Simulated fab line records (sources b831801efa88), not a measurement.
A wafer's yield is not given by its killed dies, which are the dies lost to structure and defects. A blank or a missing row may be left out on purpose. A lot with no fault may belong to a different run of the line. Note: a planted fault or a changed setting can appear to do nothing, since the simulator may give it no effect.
Check of tool commonality    flow gf180mcu    Lots sampled 14, wafers sampled 41

WHY IT WAS OPENED
Of 14 lots, 2 have the reading LVPWELL_OVL flagged at GF_LVPWELL_OVL_MEAS_07. Fault-free wafers read 0.1 nm, with a standard deviation of 1.2.
Rule: a lot gets a flag if all its wafers with a number sit over 4 standard deviations from that mean, or if no wafer of it has a number. All remaining lots are regarded as sound.

lot   measured     on          LVPWELL_OVL (nm), wafer by wafer  flag
L180  day 3 20:31  overlay-01  0.0 -0.7                          
L181  day 4 03:04  overlay-01  -2.5 -0.2 -1.5                    
L182  day 4 07:59  overlay-02  1.4 0.8 0.1                       
L183  day 4 13:02  overlay-01  1.1 1.9 0.7                       
L184  day 4 20:29  overlay-01  -0.2 -0.1 0.1                     
L185  day 5 00:47  overlay-02  -1.1 -1.1 0.8                     
L186  day 5 07:43  overlay-02  -2.4 -1.8 -0.8                    
L187  day 5 12:16  overlay-01  1.4 1.6 0.0                       
L188  day 5 16:58  overlay-02  2.0 1.2 2.6                       
L192  day 6 17:49  overlay-02  2.0 -1.6 1.3                      
L193  day 6 22:37  overlay-02  117.2 115.5 117.2                 FLAGGED
L194  day 7 03:14  overlay-02  0.9 -0.6 1.9                      
L196  day 7 14:49  overlay-01  116.8 116.4 114.3                 FLAGGED
L201  day 8 18:38  overlay-01  0.4 0.6 0.4                       
On average the flagged lots' numbers are 116.2 nm, which is +116.1 nm against the usual, or +97 standard deviations.

WHICH TOOL RAN EACH LOT
The record holds 1 process step before the reading, out of a route of 602 steps. Each cell gives the tool, then ch followed by the chambers the sampled wafers passed through, then the start.
lot   flag     GF_LVPWELL_EXPOSE_04
L180           iline_stepper-01 ch 0, day 3 14:07
L181           iline_stepper-01 ch 0, day 3 20:18
L182           iline_stepper-01 ch 0, day 4 01:42
L183           iline_stepper-02 ch 0, day 4 06:10
L184           iline_stepper-02 ch 0, day 4 14:02
L185           iline_stepper-02 ch 0, day 4 18:25
L186           iline_stepper-02 ch 0, day 5 00:40
L187           iline_stepper-01 ch 0, day 5 05:42
L188           iline_stepper-02 ch 0, day 5 09:46
L192           iline_stepper-01 ch 0, day 6 10:04
L193  FLAGGED  iline_stepper-01 ch 0, day 6 15:20
L194           iline_stepper-02 ch 0, day 6 20:06
L196  FLAGGED  iline_stepper-01 ch 0, day 7 07:30
L201           iline_stepper-02 ch 0, day 8 10:08
What is done by these steps:
- GF_LVPWELL_EXPOSE_04: exposes mask LVPWELL, target cd 600 nm.
- GF_LVPWELL_OVL_MEAS_07

FLAGGED AGAINST TOTAL, ONE TOOL AT A TIME (gauges that did the reading follow at the end)
step                    tool              lots run  flagged  share of the flagged lots  sound lots run after its first flagged lot
GF_LVPWELL_EXPOSE_04    iline_stepper-01  7         2        all                        0
GF_LVPWELL_EXPOSE_04    iline_stepper-02  7         0        none                       -
GF_LVPWELL_OVL_MEAS_07  overlay-01        7         1        some                       1 (L201)
GF_LVPWELL_OVL_MEAS_07  overlay-02        7         1        some                       1 (L194)

WHAT IS ALLOWED BY THE TABLE
In the table, 1 row covers all flagged lots: iline_stepper-01 at GF_LVPWELL_EXPOSE_04.
- iline_stepper-01 at GF_LVPWELL_EXPOSE_04 ran 7 lots, 2 of them flagged. Last sound lot L192 at day 6 10:04, first flagged lot L193 at day 6 15:20; a fault beginning in between fits.
Left over: one tool, iline_stepper-01 at GF_LVPWELL_EXPOSE_04.

WHAT HAD BEEN PUT IN BY THE SIMULATOR
Scanner matching overlay: iline_stepper-01, from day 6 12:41 on, at GF_LVPWELL_EXPOSE_04. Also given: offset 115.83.
Shown lots that were struck: L193, L196. The rule given above showed the same thing.
